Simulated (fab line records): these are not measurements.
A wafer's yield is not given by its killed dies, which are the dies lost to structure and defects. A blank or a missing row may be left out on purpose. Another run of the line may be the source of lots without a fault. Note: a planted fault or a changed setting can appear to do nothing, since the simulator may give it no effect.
Chamber matching	flow sky130	cmp-01 running SKY_FIELD_ISO_CMP_27: 4 sister chambers
The step polishes, stops on Si3N4, t overpolish 16 s, target thk 457.8 nm. 8 wafers are shown with their chamber, then 7 later ones without.

## WAFERS WITH THEIR CHAMBER
wafer	chamber	motorCurrentA (A)	overpolishRunS (s)
L323.1	3	11.7	15.971
L323.6	2	14.9	15.992
L324.2	0	11.6	15.997
L324.6	0	12.0	16.002
L325.5	2	15.0	15.994
L325.6	1	12.5	15.998
L331.1	1	12.3	15.996
L331.3	3	11.0	15.996

## WAFERS WITH NO CHAMBER GIVEN
wafer	motorCurrentA (A)	overpolishRunS (s)
L331.6	11.4	15.981
L332.2	12.6	16.018
L332.4	14.3	16.002
L332.6	11.7	16.010
L341.2	12.2	16.011
L341.3	15.5	16.018
L341.5	12.1	15.993

## WHICH CHAMBER EACH WENT THROUGH
wafer	from the rows above	in truth
L331.6	3	3
L332.2	can't be placed: 1 or 0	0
L332.4	2	2
L332.6	can't be placed: 0 or 1 or 3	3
L341.2	can't be placed: 1 or 0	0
L341.3	2	2
L341.5	can't be placed: 1 or 0 or 3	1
Placed correctly: 3 of 7. From these rows, 4 cannot be placed; in 4 the true chamber is one of the candidates. Wrongly placed: 0.
How it was worked out, from the rows above alone: a wafer's distance from a chamber is the root of the sum, over the readings, of the square of ((its reading less the chamber's mean) divided by the reading's scatter). If the next closest chamber is less than 2 further off than the closest, the wafer can't be placed; otherwise it belongs to the closest. The mean given for a chamber averages the wafers shown for that chamber. The scatter: take each reading less its chamber's mean, square it, sum over the shown wafers, divide by the number of wafers less the number of chambers, and take the root.
